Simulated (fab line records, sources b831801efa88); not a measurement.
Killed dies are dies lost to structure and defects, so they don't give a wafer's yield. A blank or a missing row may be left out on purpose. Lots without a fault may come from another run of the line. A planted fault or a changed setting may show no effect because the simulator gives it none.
fab line records | flow sky130
record lots=6 wafers=18 last_day=50
route steps=708 shown VIA1@474 METAL2@483 PAD_OPEN@708
lots that met no fault: from a run of the same line without faults
start_h: hours from the record's first day to the start of the lot's first wafer shown | wait_h: hours since the lot's step before | " the same as in the row above | L1.1+2: a row that stands for several wafers | - no value, or no start given | * or withheld: withheld | < > ~ a bound
route shown NAME@n: a module of which the file shows steps, and the number in the route of the first | usual: mean/standard deviation of fault-free wafers | same: alike in all rows | chamber/n: place in a boat | sites: the reading at each site | _std_site: their standard deviation | _edge_site: outer sites' mean less inner sites' | radius_mm: how far each site lies from the wafer's centre | mask NAME#n: copy n | behind: the tool/chamber that last shaped the wafer | hold: why the lot was held/for how many hours/how that ended | device: the transistor (n, p or np) that didn't switch | end of line: the same wafers' tests at the end of the route | a step without rows: its recipe alone | killed: dies lost to structure and defects at the first sort, not the wafer's yield | map: a wafer's dies, x killed, . not, _ none there
set.NAME: the setting as run; set.NAME@STEP: as run at that earlier step | model.NAME: the simulator's own value behind a step, which no gauge read
lots at some steps of the route; a table a step, a row a wafer
services: from which hour (start_h, from the record's first day; less than 0 if before it) a tool's chamber was out of use, for how many hours, and why
## steps
# step SKY_VIA1_STRIP_16
# recipe chemistry=O2/N2 power_w=1400 pressure_mtorr=1500 platen_temp_c=withheld o2_flow_sccm=3000 n2_flow_sccm=300 overash_fraction=0.5
# usual drypump_motor_current_A=5.78/0.15 oes_product_au=0.416/0.0047 strip_time_to_endpoint_s=4.463/0.022
# columns lot.wafer tool chamber start_h wait_h drypump_motor_current_A oes_product_au rf_hours_counter_h strip_time_to_endpoint_s
L953.3 plasma_asher-03 0 810.36 0.1 6.04 0.422 - 4.489
L953.4 " 1 " " 5.59 0.413 - 4.505
L953.5 " 0 " " 6.01 0.409 - 4.509
L959.1 plasma_asher-01 1 877.19 0.0 5.77 0.421 13 4.411
L959.2 " 0 " " 5.83 0.413 13 4.467
L959.3 " 0 " " 5.83 0.413 - 4.481
L965.3 plasma_asher-04 0 913.77 0.1 5.68 0.417 - 4.429
L965.5 " 1 " " 5.80 0.416 - 4.459
L965.6 " 0 " " 5.70 0.423 - 4.454
L970.3 plasma_asher-04 0 940.29 0.1 5.74 0.414 - 4.432
L970.4 " 1 " " 5.82 0.416 - 4.439
L970.5 " 0 " " 5.74 0.421 - 4.437
L971.2 plasma_asher-01 1 946.59 0.0 5.78 0.410 20 4.427
L971.3 " 1 " " 5.78 0.410 - 4.429
L971.4 " 0 " " 5.82 0.417 - 4.424
L974.1 plasma_asher-01 0 960.99 0.0 5.82 0.425 21 4.449
L974.3 " 0 " " 5.85 0.413 - 4.478
L974.4 " 1 " " 5.79 0.418 - 4.482
# step SKY_VIA1_STRIP_17
# recipe chemistry=post_etch_residue_remover time_s=1200 temp_c=72.5
# step SKY_VIA1_CLEAN_18
# recipe chemistry=IPA time_s=180 temp_c=25
# step SKY_VIA1_CLEAN_19
# recipe chemistry=O3/DIW dry=n2_spin
# step SKY_VIA1_SPUTTER_20
# recipe material=TiN target_thk_nm=20 chamber_pressure_pa=5 power_w=4000 time_s=80
# usual chamber_pressure_pa=4.999/0.0098 throttle_valve_pct=30.1/0.74
# columns lot.wafer tool chamber start_h wait_h chamber_pressure_pa throttle_valve_pct
L953.3 pvd_sputter-02 - 810.96 0.0 5.015 30.5
L953.4 " - " " 5.013 31.1
L953.5 " - " " 4.979 30.7
L959.1 pvd_sputter-02 - 877.78 0.0 4.991 31.1
L959.2 " - " " 5.000 29.7
L959.3 " - " " 4.992 28.7
L965.3 pvd_sputter-01 - 914.33 0.0 4.995 30.6
L965.5 " - " " 4.999 30.3
L965.6 " - " " 4.981 30.6
L970.3 pvd_sputter-01 - 940.85 0.0 4.994 29.7
L970.4 " - " " 4.998 30.6
L970.5 " - " " 4.978 30.5
L971.2 pvd_sputter-02 - 947.21 0.0 5.013 30.7
L971.3 " - " " 4.984 31.1
L971.4 " - " " 5.002 29.7
L974.1 pvd_sputter-01 - 961.58 0.0 5.002 29.7
L974.3 " - " " 5.004 30.4
L974.4 " - " " 4.993 30.6
# step SKY_VIA1_CVD_21
# recipe material=W target_thk_nm=270 time_s=80.902 temp_c=400 pressure_torr=40
# usual heater_power_w=909/41
# columns lot.wafer tool chamber start_h wait_h heater_power_w
L953.3 cvd_w-01 0 811.05 0.1 971
L953.4 " 1 " " 855
L953.5 " 0 " " 962
L959.1 cvd_w-01 0 877.84 0.0 978
L959.2 " 1 " " 865
L959.3 " 1 " " 902
L965.3 cvd_w-02 0 914.46 0.1 890
L965.5 " 0 " " 885
L965.6 " 0 " " 892
L970.3 cvd_w-01 0 940.94 0.1 901
L970.4 " 1 " " 883
L970.5 " 0 " " 898
L971.2 cvd_w-01 1 947.28 0.0 874
L971.3 " 0 " " 919
L971.4 " 1 " " 900
L974.1 cvd_w-01 1 961.64 0.0 878
L974.3 " 0 " " 919
L974.4 " 1 " " 903
# step SKY_VIA1_RS_MEAS_22
# recipe thk_meas_gauge=four-point-probe reads=W_of_VIA1_CVD_21+TiN_of_VIA1_SPUTTER_20
# usual VIA1_W_RS=0.427/0.0051
# columns lot.wafer tool chamber start_h wait_h VIA1_W_RS[ohm/sq]
L953.3 film_metro-03 - 811.15 0.1 0.434
L953.4 " - " " 0.424
L953.5 " - " " 0.430
L959.1 film_metro-03 - 877.94 0.1 0.426
L959.2 " - " " 0.425
L959.3 " - " " 0.420
L965.3 film_metro-03 - 914.62 0.1 0.425
L965.5 " - " " 0.427
L965.6 " - " " 0.423
L970.3 film_metro-04 - 941.04 0.1 0.428
L970.4 " - " " 0.427
L970.5 " - " " 0.435
L971.2 film_metro-02 - 947.39 0.1 0.428
L971.3 " - " " 0.437
L971.4 " - " " 0.434
L974.1 film_metro-04 - 961.74 0.1 0.424
L974.3 " - " " 0.427
L974.4 " - " " 0.426
# step SKY_VIA1_THK_MEAS_23
# recipe thk_meas_gauge=xrf reads=W_of_VIA1_CVD_21
# usual VIA1_W_THK=269/3.4
# columns lot.wafer tool chamber start_h wait_h VIA1_W_THK[nm]
L953.3 film_metro-03 - 811.25 0.1 263
L953.4 " - " " 272
L953.5 " - " " 265
L959.1 film_metro-03 - 878.06 0.1 269
L959.2 " - " " 268
L959.3 " - " " 272
L965.3 film_metro-03 - 914.72 0.1 271
L965.5 " - " " 270
L965.6 " - " " 275
L970.3 film_metro-04 - 941.14 0.1 271
L970.4 " - " " 267
L970.5 " - " " 264
L971.2 film_metro-02 - 947.50 0.1 270
L971.3 " - " " 265
L971.4 " - " " 265
L974.1 film_metro-04 - 961.86 0.1 273
L974.3 " - " " 271
L974.4 " - " " 271
# step SKY_VIA1_CMP_24
# recipe stop_on=SiO2 t_overpolish_s=15 down_force_psi=3.5 platen_rpm=60 target_thk_nm=0 pad_velocity_m_s=0.94248
# usual motor_current_A=10.4/0.98 overpolish_run_s=15.000/0.0091 time_to_endpoint_s=67/3.4
# columns lot.wafer tool chamber start_h wait_h motor_current_A overpolish_run_s time_to_endpoint_s
L953.3 cmp-02 2 811.29 0.0 10.9 14.997 66
L953.4 " 0 " " 11.4 14.994 64
L953.5 " 2 " " 10.2 14.993 66
L959.1 cmp-02 0 878.17 0.1 10.4 14.995 64
L959.3 " 1 " " 10.2 14.995 66
L959.2 " 2 " " 10.9 15.007 64
L965.3 cmp-01 0 914.78 0.1 12.1 15.000 69
L965.5 " 0 " " 11.3 14.988 73
L965.6 " 1 " " 10.3 14.998 74
L970.3 cmp-02 0 941.51 0.4 11.3 14.993 60
L970.4 " 1 " " 10.7 14.995 62
L970.5 " 0 " " 11.1 14.992 60
L971.3 cmp-01 0 947.55 0.0 11.7 14.986 65
L971.4 " 1 " " 9.8 15.004 67
L971.2 " 3 " " 8.3 14.998 70
L974.3 cmp-02 0 961.92 0.0 11.0 14.979 64
L974.1 " 2 " " 11.2 15.012 64
L974.4 " 3 " " 10.8 15.011 61
# step SKY_METAL2_SPUTTER_00
# recipe material=Ti target_thk_nm=15 power_w=3000 time_s=10 chamber_pressure_pa=0.4
# step SKY_METAL2_SPUTTER_01
# recipe material=TiN target_thk_nm=20 power_w=6500 time_s=16.7 chamber_pressure_pa=0.4
# step SKY_METAL2_SPUTTER_02
# recipe material=AlCu target_thk_nm=250 power_w=10600 time_s=13.3 chamber_pressure_pa=0.4
# step SKY_METAL2_SPUTTER_03
# recipe material=Ti target_thk_nm=5 power_w=3000 time_s=3.3 chamber_pressure_pa=0.4
# usual chamber_pressure_pa=0.4000/0.00086 throttle_valve_pct=30.4/0.59
# columns lot.wafer tool chamber start_h wait_h chamber_pressure_pa throttle_valve_pct model.Ti_of_METAL2_SPUTTER_03.thk_nm
L953.3 pvd_sputter-01 - 811.66 0.0 0.4005 30.5 5.023
L953.4 " - " " 0.3987 30.3 5.085
L953.5 " - " " 0.3997 30.1 4.993
L959.1 pvd_sputter-01 - 878.49 0.0 0.4002 29.8 4.945
L959.2 " - " " 0.3982 30.4 4.949
L959.3 " - " " 0.3990 29.8 4.839
L965.3 pvd_sputter-01 - 915.16 0.0 0.4010 30.1 7.751
L965.5 " - " " 0.3996 29.8 7.74
L965.6 " - " " 0.4002 30.3 7.746
L970.3 pvd_sputter-01 - 941.83 0.0 0.4001 30.0 7.623
L970.4 " - " " 0.4007 30.4 7.618
L970.5 " - " " 0.4005 30.0 7.548
L971.2 pvd_sputter-03 - 947.92 0.0 0.3984 30.8 4.872
L971.3 " - " " 0.4009 31.2 4.877
L971.4 " - " " 0.3983 29.5 4.952
L974.1 pvd_sputter-04 - 962.29 0.0 0.3997 29.9 5.021
L974.3 " - " " 0.4002 30.0 5.13
L974.4 " - " " 0.4005 29.9 5.011
# step SKY_METAL2_SPUTTER_04
# recipe material=TiN target_thk_nm=70 power_w=6500 time_s=59.24 chamber_pressure_pa=0.4
# usual chamber_pressure_pa=0.3999/0.00078 throttle_valve_pct=30.4/0.58
# columns lot.wafer tool chamber start_h wait_h chamber_pressure_pa throttle_valve_pct
L953.3 pvd_sputter-01 - 811.68 0.0 0.4005 30.7
L953.4 " - " " 0.4001 29.8
L953.5 " - " " 0.4010 30.0
L959.1 pvd_sputter-01 - 878.51 0.0 0.4014 30.0
L959.2 " - " " 0.4003 30.3
L959.3 " - " " 0.4000 29.9
L965.3 pvd_sputter-01 - 915.17 0.0 0.3990 30.2
L965.5 " - " " 0.3993 29.7
L965.6 " - " " 0.4000 30.3
L970.3 pvd_sputter-01 - 941.85 0.0 0.3995 29.8
L970.4 " - " " 0.3983 30.6
L970.5 " - " " 0.4005 30.2
L971.2 pvd_sputter-03 - 947.94 0.0 0.4012 30.9
L971.3 " - " " 0.4005 31.3
L971.4 " - " " 0.3986 29.9
L974.1 pvd_sputter-04 - 962.31 0.0 0.3996 29.5
L974.3 " - " " 0.3996 30.2
L974.4 " - " " 0.3997 30.1
# step SKY_PAD_OPEN_PROBE_99
# usual defect_limited_yield=82.6/1.9 killed_at_M0_to_M3=43/6.9 killed_at_M4_up=3.0/1.8 killed_at_contacts=24/4.8 killed_at_front_end=15/4.5 killed_at_other=0.4/0.67 killed_dies=86/9.2 killed_open=46/6.9 killed_short=39/6 sort_bin_3_pad_short=0.8/0.39 sort_bin_5_function=10.2/1.3 sort_bin_6_memory=6.3/1.2 sort_n_pass=406/9.2 sort_yield_pct=82.6/1.9
# same gross_dies=492 killed_at_back_side=0 sort_bin_4_leakage[%]=0 sort_bin_8_speed[%]=0
# columns lot.wafer tool chamber start_h wait_h defect_limited_yield[%] killed_at_M0_to_M3 killed_at_M4_up killed_at_contacts killed_at_front_end killed_at_other killed_dies killed_open killed_short sort_bin_3_pad_short[%] sort_bin_5_function[%] sort_bin_6_memory[%] sort_n_pass sort_yield_pct[%] model.etest.met2.rs_ohm_sq
L953.3 prober-02 - 1089.46 0.2 81.9 35 3 23 27 1 89 55 33 0.8 11.0 6.3 403 81.9 0.1291
L953.4 prober-02 - 1089.51 0.2 82.1 42 0 29 15 2 88 53 35 0.8 8.9 8.1 404 82.1 0.1275
L953.5 prober-02 - 1089.56 0.2 82.3 43 1 30 13 0 87 51 36 0.8 10.8 6.1 405 82.3 0.1273
L959.1 prober-02 - 1142.39 0.1 84.8 32 5 21 17 0 75 42 32 0.8 9.3 5.1 417 84.8 0.1286
L959.2 prober-02 - 1142.44 0.1 84.1 35 4 27 11 1 78 35 43 0.8 10.8 4.3 414 84.1 0.1264
L959.3 prober-02 - 1142.49 0.2 84.6 39 4 25 8 0 76 36 40 1.2 8.5 5.7 416 84.6 0.1265
L965.3 prober-01 - 1167.62 0.2 82.9 42 5 24 13 0 84 40 44 1.0 10.4 5.7 408 82.9 0.1313
L965.5 prober-01 - 1167.72 0.2 81.5 53 1 23 14 0 91 60 30 0.6 10.4 7.5 401 81.5 0.1318
L965.6 prober-01 - 1167.77 0.2 80.5 37 6 30 23 0 96 51 44 0.4 11.2 7.9 396 80.5 0.1319
L970.3 prober-02 - 1183.72 0.2 81.3 55 2 17 16 2 92 55 37 0.6 11.2 6.9 400 81.3 0.1302
L970.4 prober-02 - 1183.77 0.2 84.1 40 5 16 17 0 78 42 36 0.8 9.1 5.9 414 84.1 0.1298
L970.5 prober-02 - 1183.82 0.2 82.3 36 3 25 23 0 87 51 36 1.0 10.2 6.5 405 82.3 0.1314
L971.2 prober-01 - 1189.96 0.1 81.5 43 2 31 15 0 91 57 34 0.6 10.6 7.3 401 81.5 0.1272
L971.3 prober-01 - 1190.01 0.2 83.5 40 2 24 15 0 81 46 35 1.0 9.6 5.9 411 83.5 0.1238
L971.4 prober-01 - 1190.06 0.2 82.9 50 3 20 10 1 84 51 33 0 10.0 7.1 408 82.9 0.1263
L974.1 prober-02 - 1199.84 0.1 83.1 50 2 23 8 0 83 44 39 1.0 10.2 5.7 409 83.1 0.1284
L974.3 prober-02 - 1199.94 0.2 82.3 50 5 21 10 1 87 42 45 1.4 10.0 6.3 405 82.3 0.1278
L974.4 prober-02 - 1199.99 0.2 82.7 42 2 20 20 1 85 46 39 0.6 9.8 6.9 407 82.7 0.1274
# killed by level:class
L953.3 CONTACT:geometric_particle:open=9 VIA1:geometric_particle:open=8 POLY_GATE:geometric_particle:open=8 FIELD_ISO:geometric_particle:open=6 VIA3:geometric_particle:open=6 VIA2:geometric_particle:open=5 METAL3:geometric_particle:short=4 FIELD_ISO:geometric_particle:short=3
L953.4 VIA1:geometric_particle:open=11 CONTACT:geometric_particle:open=10 CONTACT:geometric_particle:short=8 LOCAL_INTERCONNECT:geometric_particle:short=7 VIA2:geometric_particle:open=7 VIA1:geometric_particle:short=6 VIA3:geometric_particle:open=6 FIELD_ISO:geometric_particle:open=4
L953.5 VIA1:geometric_particle:open=11 CONTACT:geometric_particle:open=10 VIA2:geometric_particle:open=8 LI_CONTACT:geometric_particle:short=7 CONTACT:geometric_particle:short=5 METAL3:geometric_particle:short=5 VIA3:geometric_particle:open=5 FIELD_ISO:geometric_particle:short=4
L959.1 LI_CONTACT:geometric_particle:open=9 FIELD_ISO:geometric_particle:open=8 VIA1:geometric_particle:open=8 CONTACT:geometric_particle:open=7 POLY_GATE:geometric_particle:short=7 METAL1:geometric_particle:short=5 VIA2:geometric_particle:open=4 METAL4:geometric_particle:short=4
L959.2 LI_CONTACT:geometric_particle:open=9 METAL1:geometric_particle:short=7 VIA1:geometric_particle:open=5 CONTACT:geometric_particle:open=5 CONTACT:geometric_particle:short=5 VIA1:geometric_particle:short=5 POLY_GATE:geometric_particle:short=4 METAL3:geometric_particle:short=4
L959.3 CONTACT:geometric_particle:open=9 LI_CONTACT:geometric_particle:open=8 VIA2:geometric_particle:open=8 VIA1:geometric_particle:open=7 METAL1:geometric_particle:short=6 METAL3:geometric_particle:short=5 FIELD_ISO:geometric_particle:short=4 CONTACT:geometric_particle:short=4
L965.3 LI_CONTACT:geometric_particle:open=8 CONTACT:geometric_particle:open=7 VIA1:geometric_particle:open=6 METAL3:geometric_particle:short=6 LOCAL_INTERCONNECT:geometric_particle:short=5 METAL2:geometric_particle:short=5 VIA1:geometric_particle:short=5 VIA2:geometric_particle:short=5
L965.5 VIA1:geometric_particle:open=20 LI_CONTACT:geometric_particle:open=8 CONTACT:geometric_particle:open=8 VIA2:geometric_particle:open=8 METAL2:geometric_particle:short=5 FIELD_ISO:geometric_particle:open=4 LOCAL_INTERCONNECT:geometric_particle:short=4 VIA2:geometric_particle:short=4
L965.6 CONTACT:geometric_particle:open=15 VIA1:geometric_particle:open=11 METAL2:geometric_particle:short=7 FIELD_ISO:geometric_particle:short=6 VIA2:geometric_particle:open=6 CONTACT:geometric_particle:short=5 POLY_GATE:geometric_particle:open=5 LI_CONTACT:geometric_particle:open=5
L970.3 VIA1:geometric_particle:open=12 VIA2:geometric_particle:open=11 CONTACT:geometric_particle:open=6 VIA2:geometric_particle:short=6 METAL2:geometric_particle:short=5 METAL3:geometric_particle:short=5 VIA3:geometric_particle:open=5 POLY_GATE:geometric_particle:open=4
L970.4 METAL2:geometric_particle:short=10 VIA1:geometric_particle:open=8 LI_CONTACT:geometric_particle:open=7 FIELD_ISO:geometric_particle:open=6 POLY_GATE:geometric_particle:short=5 VIA3:geometric_particle:open=5 VIA3:geometric_particle:short=5 LOCAL_INTERCONNECT:geometric_particle:short=4
L970.5 LI_CONTACT:geometric_particle:open=11 CONTACT:geometric_particle:open=9 VIA1:geometric_particle:open=8 POLY_GATE:geometric_particle:short=7 VIA1:geometric_particle:short=6 VIA2:geometric_particle:open=6 FIELD_ISO:geometric_particle:short=5 FIELD_ISO:geometric_particle:open=4
L971.2 VIA1:geometric_particle:open=16 LI_CONTACT:geometric_particle:open=13 CONTACT:geometric_particle:open=8 FIELD_ISO:geometric_particle:open=6 VIA1:geometric_particle:short=6 METAL1:geometric_particle:short=5 CONTACT:geometric_particle:short=5 VIA2:geometric_particle:open=4
L971.3 VIA1:geometric_particle:open=14 CONTACT:geometric_particle:open=12 FIELD_ISO:geometric_particle:open=6 METAL1:geometric_particle:short=5 METAL2:geometric_particle:short=5 METAL3:geometric_particle:short=5 POLY_GATE:geometric_particle:short=4 LOCAL_INTERCONNECT:geometric_particle:short=4
L971.4 VIA1:geometric_particle:open=16 VIA3:geometric_particle:open=8 CONTACT:geometric_particle:open=8 LI_CONTACT:geometric_particle:open=6 METAL1:geometric_particle:short=5 VIA2:geometric_particle:open=5 FIELD_ISO:geometric_particle:open=4 FIELD_ISO:geometric_particle:short=4
L974.1 VIA3:geometric_particle:open=12 VIA1:geometric_particle:open=9 METAL1:geometric_particle:short=7 VIA1:geometric_particle:short=6 CONTACT:geometric_particle:short=6 CONTACT:geometric_particle:open=6 LI_CONTACT:geometric_particle:open=5 METAL2:geometric_particle:short=3
L974.3 VIA1:geometric_particle:open=13 METAL1:geometric_particle:short=9 LOCAL_INTERCONNECT:geometric_particle:short=7 VIA3:geometric_particle:open=6 FIELD_ISO:geometric_particle:short=5 VIA2:geometric_particle:open=5 VIA1:geometric_particle:short=5 LI_CONTACT:geometric_particle:open=4
L974.4 VIA1:geometric_particle:open=13 LOCAL_INTERCONNECT:geometric_particle:short=7 VIA1:geometric_particle:short=7 POLY_GATE:geometric_particle:open=6 FIELD_ISO:geometric_particle:short=5 LOCAL_INTERCONNECT:geometric_particle:open=5 LI_CONTACT:geometric_particle:open=4 VIA3:geometric_particle:open=4
## services
# columns tool chamber start_h hours kind
cmp-02 - 797.25 0.5 repair
plasma_asher-03 - 799.71 1.4 repair
pvd_sputter-03 - 808.71 5.2 repair
plasma_asher-01 - 829.12 1.9 repair
pvd_sputter-03 - 841.87 4.8 repair
cmp-01 - 844.10 3.7 repair
plasma_asher-03 - 845.24 0.6 repair
cmp-01 - 847.82 6.6 pm
plasma_asher-01 - 855.66 4.5 repair
cmp-02 - 862.36 2.9 pm
cmp-02 - 866.93 4.5 pm
cvd_w-02 - 881.87 6.0 pm
plasma_asher-01 - 888.58 2.8 pm
pvd_sputter-01 - 895.84 12.0 repair
cvd_w-01 - 904.00 14.0 pm
cmp-02 - 912.00 4.0 pm
cmp-01 - 920.27 1.8 repair
cmp-02 - 924.68 0.9 repair
cmp-01 - 938.43 3.9 repair
pvd_sputter-01 - 942.08 3.2 repair
cmp-02 - 943.38 2.7 repair
pvd_sputter-04 - 943.85 4.6 repair
cvd_w-01 - 952.58 1.5 repair
plasma_asher-03 - 955.74 1.0 repair
## key
first_sign none at tools or gauges
model_effect step=SKY_METAL2_SPUTTER_03 value=Ti_of_METAL2_SPUTTER_03.thk_nm without=5.07 struck=7.671
model_effect step=SKY_PAD_OPEN_PROBE_99 value=etest.met2.rs_ohm_sq without=0.1281 struck=0.1311
met_at SKY_METAL2_SPUTTER_03
struck_wafers L965.3,L965.5,L965.6,L970.3,L970.4,L970.5
onset_between 878.49 915.16
also_fits SKY_VIA1_STRIP_16:plasma_asher-04
fault kind=process_parameter_drift tool=pvd_sputter-01 chamber=- onset_h=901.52 steps=SKY_METAL2_SPUTTER_03 channel=target_thk_nm offset=2.6011 shape=step end_h=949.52 acts_in=these_recipes_only stated=5
